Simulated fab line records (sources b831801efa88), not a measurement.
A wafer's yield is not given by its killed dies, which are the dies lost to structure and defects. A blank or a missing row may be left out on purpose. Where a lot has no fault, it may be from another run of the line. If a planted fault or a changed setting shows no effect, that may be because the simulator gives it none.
fab line records -- flow sky130
[record] lots = 14, wafers = 42, lastDay = 50
route steps=708 shown LDD_LDN@299 CONTACT@423 METAL1@437
lots that met no fault: taken from a fault-free run of the same line
startH: start of the lot's first displayed wafer, in hours after the record's first day -- waitH: hours elapsed since this lot's preceding step -- " same as the row above -- L1.1+2: a row that stands for several wafers -- - either no value or no given start -- * or withheld: withheld -- < > ~ a bound
route shown NAME@n: names a module that has steps shown in the file, with the first one's number in the route -- usual: mean and standard deviation over wafers with no fault -- same: alike in all rows -- chamber/n: place in a boat -- sites: readings site by site -- _std_site: standard deviation across them -- _edge_site: outer sites' mean less inner sites' -- radiusMm: how far each site lies from the wafer's centre -- mask NAME#n: copy n -- behind: the most recent tool/chamber to have shaped the wafer -- hold: the reason the lot was held/the length of the hold in hours/how it ended -- device: which transistor (n, p or np) failed to switch -- end of line: the route-end tests of the same wafers -- where a step has no rows: the recipe by itself -- killed: dies that structure and defects cost at the first sort, which is not the same as the wafer's yield -- map: a wafer's dies, x killed, . not, _ none there
set.NAME: the run value of the setting; set.NAME@STEP: its run value at that earlier step -- model.NAME: the simulator's own value behind a step, which no gauge read
route steps across a sampled set of lots; one table per step, one row per wafer
services: the hour from which a tool's chamber was out of use, counted from the record's first day as startH (under 0 if before that day), plus the number of hours and why
[[steps]]
[step SKY_LDD_LDN_IMPLANT_10]
[recipe] species = As, energyKev = 15, doseCm2 = 1.25e+13, tiltDeg = withheld, rotationDeg = 203
[usual] beamEnergyKeV = 15.000/0.0047, beamOnS = 9.98/0.19
lot.wafer,tool,chamber,startH,waitH,beamEnergyKeV,beamOnS
L724.2,implanter-01,0,542.66,0.1,14.995,9.91
L724.4,implanter-01,0,542.66,0.1,14.996,10.20
L724.6,implanter-01,0,542.66,0.1,14.985,10.01
L725.1,implanter-04,0,544.01,0.1,14.996,10.40
L725.3,implanter-04,0,544.01,0.1,15.002,9.97
L725.4,implanter-04,0,544.01,0.1,14.996,10.04
L726.2,implanter-04,0,551.14,0.1,15.010,10.00
L726.3,implanter-04,0,551.14,0.1,15.001,9.65
L726.4,implanter-04,0,551.14,0.1,15.000,9.76
L728.1,implanter-01,0,571.75,0.1,14.996,10.10
L728.5,implanter-01,0,571.75,0.1,15.002,9.93
L728.6,implanter-01,0,571.75,0.1,15.003,9.92
L730.1,implanter-04,0,582.31,0.1,15.003,9.88
L730.4,implanter-04,0,582.31,0.1,15.001,9.91
L730.6,implanter-04,0,582.31,0.1,15.007,10.33
L731.2,implanter-02,0,593.26,0.1,15.004,9.96
L731.3,implanter-02,0,593.26,0.1,15.004,9.91
L731.6,implanter-02,0,593.26,0.1,15.004,9.84
L732.2,implanter-02,0,595.99,0.1,14.994,9.77
L732.4,implanter-02,0,595.99,0.1,15.002,9.99
L732.5,implanter-02,0,595.99,0.1,15.000,9.94
L734.3,implanter-04,0,613.18,0.1,15.002,10.21
L734.4,implanter-04,0,613.18,0.1,14.997,10.04
L734.5,implanter-04,0,613.18,0.1,15.007,10.10
L735.1,implanter-02,0,622.73,0.1,15.002,10.02
L735.4,implanter-02,0,622.73,0.1,15.002,9.65
L735.5,implanter-02,0,622.73,0.1,15.001,10.10
L737.1,implanter-01,0,630.61,0.1,14.996,10.24
L737.2,implanter-01,0,630.61,0.1,14.993,10.20
L737.4,implanter-01,0,630.61,0.1,14.995,10.05
L742.1,implanter-04,-,679.81,0.1,-,-
L742.2,implanter-04,-,679.81,0.1,-,-
L742.4,implanter-04,-,679.81,0.1,-,-
L743.3,implanter-01,-,687.68,0.1,-,-
L743.4,implanter-01,-,687.68,0.1,-,-
L743.6,implanter-01,-,687.68,0.1,-,-
L746.2,implanter-02,0,708.94,0.1,14.997,10.06
L746.3,implanter-02,0,708.94,0.1,14.995,10.09
L746.6,implanter-02,0,708.94,0.1,14.997,9.90
L747.1,implanter-01,0,712.26,0.1,15.001,10.03
L747.4,implanter-01,0,712.26,0.1,14.999,10.18
L747.6,implanter-01,0,712.26,0.1,15.010,10.30
[step SKY_LDD_LDN_TW_MEAS_13]
[usual] LDD_LDN_TW = 1470/12
lot.wafer,tool,chamber,startH,waitH,hold,LDD_LDN_TW
L724.2,filmMetro-04,-,543.04,0.1,-,1477
L724.4,filmMetro-04,-,543.04,0.1,-,1477
L724.6,filmMetro-04,-,543.04,0.1,-,1475
L725.1,filmMetro-03,-,544.41,0.1,-,1447
L725.3,filmMetro-03,-,544.41,0.1,-,1459
L725.4,filmMetro-03,-,544.41,0.1,-,1449
L726.2,filmMetro-03,-,551.52,0.1,-,1452
L726.3,filmMetro-03,-,551.52,0.1,-,1460
L726.4,filmMetro-03,-,551.52,0.1,-,1454
L728.1,filmMetro-02,-,572.15,0.1,-,1477
L728.5,filmMetro-02,-,572.15,0.1,-,1482
L728.6,filmMetro-02,-,572.15,0.1,-,1488
L730.1,filmMetro-04,-,582.71,0.1,-,1470
L730.4,filmMetro-04,-,582.71,0.1,-,1465
L730.6,filmMetro-04,-,582.71,0.1,-,1472
L731.2,filmMetro-02,-,593.70,0.1,-,1496
L731.3,filmMetro-02,-,593.70,0.1,-,1493
L731.6,filmMetro-02,-,593.70,0.1,-,1489
L732.2,filmMetro-02,-,596.37,0.1,-,1476
L732.4,filmMetro-02,-,596.37,0.1,-,1489
L732.5,filmMetro-02,-,596.37,0.1,-,1495
L734.3,filmMetro-02,-,613.55,0.1,-,1481
L734.4,filmMetro-02,-,613.55,0.1,-,1485
L734.5,filmMetro-02,-,613.55,0.1,-,1482
L735.1,filmMetro-02,-,623.13,0.1,-,1492
L735.4,filmMetro-02,-,623.13,0.1,-,1485
L735.5,filmMetro-02,-,623.13,0.1,-,1483
L737.1,filmMetro-03,-,631.01,0.1,-,1457
L737.2,filmMetro-03,-,631.01,0.1,-,1464
L737.4,filmMetro-03,-,631.01,0.1,-,1454
L742.1,filmMetro-04,-,680.28,0.1,awaitDispo/0.2h/release,1345
L742.2,filmMetro-04,-,680.28,0.1,awaitDispo/0.2h/release,1352
L742.4,filmMetro-04,-,680.28,0.1,awaitDispo/0.2h/release,1346
L742.1,filmMetro-04,-,680.51,0.2,-,1348
L742.2,filmMetro-04,-,680.51,0.2,-,1341
L742.4,filmMetro-04,-,680.51,0.2,-,1345
L743.3,filmMetro-04,-,688.05,0.1,awaitDispo/0.2h/release,1349
L743.4,filmMetro-04,-,688.05,0.1,awaitDispo/0.2h/release,1346
L743.6,filmMetro-04,-,688.05,0.1,awaitDispo/0.2h/release,1341
L743.3,filmMetro-04,-,688.39,0.3,-,1349
L743.4,filmMetro-04,-,688.39,0.3,-,1344
L743.6,filmMetro-04,-,688.39,0.3,-,1342
L746.2,filmMetro-04,-,709.32,0.1,-,1470
L746.3,filmMetro-04,-,709.32,0.1,-,1473
L746.6,filmMetro-04,-,709.32,0.1,-,1472
L747.1,filmMetro-04,-,712.66,0.1,-,1475
L747.4,filmMetro-04,-,712.66,0.1,-,1474
L747.6,filmMetro-04,-,712.66,0.1,-,1476
[step SKY_CONTACT_ETCH_17]
[recipe] target = SiO2, chemistry = C4F8/O2/Ar, stopOn = Si3N4, maskMaterial = KrF-thick, sourceW = 1500, biasW = 1200, pressureMtorr = 40, c4f8FlowSccm = withheld, O2_flow_sccm = 6, Ar_flow_sccm = 300, timeS = withheld, targetDepthA = 3400
[usual] oesProductAu = 0.893/0.0051
lot.wafer,tool,chamber,startH,waitH,oesProductAu
L724.2,rieDiel-02,1,749.50,0.0,0.892
L724.4,rieDiel-02,3,749.50,0.0,0.895
L724.6,rieDiel-02,0,749.50,0.0,0.899
L725.1,rieDiel-02,1,750.18,0.0,0.887
L725.3,rieDiel-02,0,750.18,0.0,0.883
L725.4,rieDiel-02,3,750.18,0.0,0.894
L726.2,rieDiel-02,2,754.73,0.0,0.893
L726.3,rieDiel-02,1,754.73,0.0,0.901
L726.4,rieDiel-02,3,754.73,0.0,0.900
L728.1,rieDiel-03,2,775.15,0.0,0.895
L728.5,rieDiel-03,3,775.15,0.0,0.888
L728.6,rieDiel-03,0,775.15,0.0,0.896
L730.1,rieDiel-03,3,783.95,0.0,0.889
L730.4,rieDiel-03,1,783.95,0.0,0.887
L730.6,rieDiel-03,0,783.95,0.0,0.892
L731.2,rieDiel-02,2,793.45,0.0,0.897
L731.3,rieDiel-02,3,793.45,0.0,0.899
L731.6,rieDiel-02,3,793.45,0.0,0.906
L732.2,rieDiel-01,2,794.90,0.0,0.883
L732.4,rieDiel-01,1,794.90,0.0,0.881
L732.5,rieDiel-01,2,794.90,0.0,0.890
L734.3,rieDiel-01,2,811.50,0.0,0.892
L734.4,rieDiel-01,3,811.50,0.0,0.891
L734.5,rieDiel-01,2,811.50,0.0,0.897
L735.1,rieDiel-02,2,821.65,0.0,0.902
L735.4,rieDiel-02,1,821.65,0.0,0.893
L735.5,rieDiel-02,3,821.65,0.0,0.902
L737.1,rieDiel-01,1,829.13,0.0,0.890
L737.2,rieDiel-01,2,829.13,0.0,0.897
L737.4,rieDiel-01,3,829.13,0.0,0.893
L746.2,rieDiel-02,0,900.28,0.0,0.890
L746.3,rieDiel-02,2,900.28,0.0,0.887
L746.6,rieDiel-02,1,900.28,0.0,0.902
L747.1,rieDiel-03,0,902.30,0.0,0.894
L747.4,rieDiel-03,1,902.30,0.0,0.886
L747.6,rieDiel-03,1,902.30,0.0,0.895
[step SKY_METAL1_SPUTTER_03]
[recipe] material = Ti, targetThkNm = 5, powerW = 3000, timeS = 3.3, chamberPressurePa = 0.4
[usual] throttleValvePct = 29.8/1.2
lot.wafer,tool,chamber,startH,waitH,throttleValvePct
L724.2,pvdSputter-04,-,751.13,0.0,30.8
L724.4,pvdSputter-04,-,751.13,0.0,31.3
L724.6,pvdSputter-04,-,751.13,0.0,31.3
L725.1,pvdSputter-03,-,751.73,0.0,30.6
L725.3,pvdSputter-03,-,751.73,0.0,27.1
L725.4,pvdSputter-03,-,751.73,0.0,29.8
L726.2,pvdSputter-03,-,756.14,0.0,28.8
L726.3,pvdSputter-03,-,756.14,0.0,29.5
L726.4,pvdSputter-03,-,756.14,0.0,27.2
L728.1,pvdSputter-01,-,776.58,0.0,30.2
L728.5,pvdSputter-01,-,776.58,0.0,30.7
L728.6,pvdSputter-01,-,776.58,0.0,30.5
L730.1,pvdSputter-01,-,785.38,0.0,30.5
L730.4,pvdSputter-01,-,785.38,0.0,30.1
L730.6,pvdSputter-01,-,785.38,0.0,31.4
L731.2,pvdSputter-03,-,794.88,0.0,30.2
L731.3,pvdSputter-03,-,794.88,0.0,28.8
L731.6,pvdSputter-03,-,794.88,0.0,29.6
L732.2,pvdSputter-01,-,796.31,0.0,30.4
L732.4,pvdSputter-01,-,796.31,0.0,30.0
L732.5,pvdSputter-01,-,796.31,0.0,30.4
L734.3,pvdSputter-03,-,812.95,0.0,28.7
L734.4,pvdSputter-03,-,812.95,0.0,30.5
L734.5,pvdSputter-03,-,812.95,0.0,30.4
L735.1,pvdSputter-01,-,823.06,0.0,30.2
L735.4,pvdSputter-01,-,823.06,0.0,30.2
L735.5,pvdSputter-01,-,823.06,0.0,30.1
L737.1,pvdSputter-01,-,830.53,0.0,30.5
L737.2,pvdSputter-01,-,830.53,0.0,31.1
L737.4,pvdSputter-01,-,830.53,0.0,30.3
L746.2,pvdSputter-01,-,901.69,0.0,31.2
L746.3,pvdSputter-01,-,901.69,0.0,30.1
L746.6,pvdSputter-01,-,901.69,0.0,31.0
L747.1,pvdSputter-03,-,903.71,0.0,29.4
L747.4,pvdSputter-03,-,903.71,0.0,30.1
L747.6,pvdSputter-03,-,903.71,0.0,27.3
[step SKY_METAL1_RS_MEAS_05]
[recipe] thkMeasGauge = four-point-probe, reads = TiN_of_METAL1_SPUTTER_04+Ti_of_METAL1_SPUTTER_03+AlCu_of_METAL1_SPUTTER_02+TiN_of_METAL1_SPUTTER_01+Ti_of_METAL1_SPUTTER_00
[usual] METAL1_ALCU_RS = 0.1270/0.0019
lot.wafer,tool,chamber,startH,waitH,METAL1_ALCU_RS[ohm/sq]
L724.2,filmMetro-01,-,751.22,0.0,0.1283
L724.4,filmMetro-01,-,751.22,0.0,0.1294
L724.6,filmMetro-01,-,751.22,0.0,0.1294
L725.1,filmMetro-01,-,751.80,0.0,0.1271
L725.3,filmMetro-01,-,751.80,0.0,0.1262
L725.4,filmMetro-01,-,751.80,0.0,0.1270
L726.2,filmMetro-01,-,756.23,0.0,0.1237
L726.3,filmMetro-01,-,756.23,0.0,0.1269
L726.4,filmMetro-01,-,756.23,0.0,0.1247
L728.1,filmMetro-04,-,776.65,0.0,0.1291
L728.5,filmMetro-04,-,776.65,0.0,0.1267
L728.6,filmMetro-04,-,776.65,0.0,0.1279
L730.1,filmMetro-02,-,785.45,0.0,0.1298
L730.4,filmMetro-02,-,785.45,0.0,0.1286
L730.6,filmMetro-02,-,785.45,0.0,0.1274
L731.2,filmMetro-04,-,794.97,0.0,0.1240
L731.3,filmMetro-04,-,794.97,0.0,0.1218
L731.6,filmMetro-04,-,794.97,0.0,0.1251
L732.2,filmMetro-04,-,796.40,0.0,0.1281
L732.4,filmMetro-04,-,796.40,0.0,0.1288
L732.5,filmMetro-04,-,796.40,0.0,0.1287
L734.3,filmMetro-04,-,813.06,0.1,0.1227
L734.4,filmMetro-04,-,813.06,0.1,0.1259
L734.5,filmMetro-04,-,813.06,0.1,0.1261
L735.1,filmMetro-01,-,823.12,0.0,0.1294
L735.4,filmMetro-01,-,823.12,0.0,0.1286
L735.5,filmMetro-01,-,823.12,0.0,0.1282
L737.1,filmMetro-02,-,830.60,0.0,0.1279
L737.2,filmMetro-02,-,830.60,0.0,0.1280
L737.4,filmMetro-02,-,830.60,0.0,0.1270
L746.2,filmMetro-01,-,901.78,0.0,0.1250
L746.3,filmMetro-01,-,901.78,0.0,0.1264
L746.6,filmMetro-01,-,901.78,0.0,0.1253
L747.1,filmMetro-01,-,903.78,0.0,0.1273
L747.4,filmMetro-01,-,903.78,0.0,0.1288
L747.6,filmMetro-01,-,903.78,0.0,0.1296
[[services]]
tool,chamber,startH,hours,kind
implanter-04,-,525.77,9.0,repair
implanter-01,-,531.52,2.8,repair
rieDiel-02,3,541.45,16.1,repair
implanter-04,-,569.35,4.8,pm
implanter-01,-,572.61,19.6,pm
implanter-01,-,592.19,1.0,repair
implanter-04,-,595.89,1.7,repair
pvdSputter-01,-,596.47,0.8,repair
pvdSputter-03,-,601.07,5.0,repair
implanter-01,-,607.51,19.4,pm
pvdSputter-01,-,607.68,4.3,repair
pvdSputter-03,-,614.45,0.7,repair
implanter-04,-,626.97,3.2,repair
implanter-01,-,633.29,5.2,pm
rieDiel-02,-,644.72,2.8,pm
implanter-04,-,646.46,3.0,repair
rieDiel-02,-,688.72,0.5,repair
rieDiel-02,0,699.48,1.6,repair
rieDiel-02,1,700.38,1.3,repair
pvdSputter-01,-,734.27,2.1,repair
pvdSputter-01,-,781.32,3.5,repair
rieDiel-02,-,809.82,0.6,repair
pvdSputter-01,-,818.41,4.4,repair
pvdSputter-01,-,896.56,1.6,repair
[[key]]
[firstSign] step = SKY_LDD_LDN_IMPLANT_10, reading = toolRecord, direction = missing
[effect] step = SKY_LDD_LDN_TW_MEAS_13, reading = visit, direction = added
[effect] step = SKY_LDD_LDN_TW_MEAS_13, reading = LDD_LDN_TW, direction = down, sigmas = 10, usual = 1470, struck = 1347
metAt SKY_LDD_LDN_IMPLANT_10
struckLots L742,L743
laterRowsLeftOut L742.1,L742.2,L742.4,L743.3,L743.4,L743.6
sortLeftOut L742.1,L742.2,L742.4,L743.3,L743.4,L743.6
testerLeftOut L742,L743
notActingAt SKY_CONTACT_ETCH_17,SKY_METAL1_SPUTTER_03,SKY_METAL1_RS_MEAS_05
onsetBetween 630.61 679.81
[fault] kind = skippedStepWhole, tool = implanter-01,implanter-04, chamber = -, onsetH = 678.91, steps = SKY_LDD_LDN_IMPLANT_10, scope = struckLotsOnly
// testerLeftOut: of these lots the tester's yield and bins aren't shown, on N5 and GAA mostly nor the transistor test; their killed dies are dies lost to structure and defects alone, not to doping, threshold or leakage, so they don't give the yield
// sortLeftOut: the simulated sort isn't trusted on such a fault, so these wafers' sort isn't shown, and their yield isn't known
// laterRowsLeftOut: the simulator's readings of these wafers behind a module that went badly wrong aren't trusted and aren't shown, but for the sort
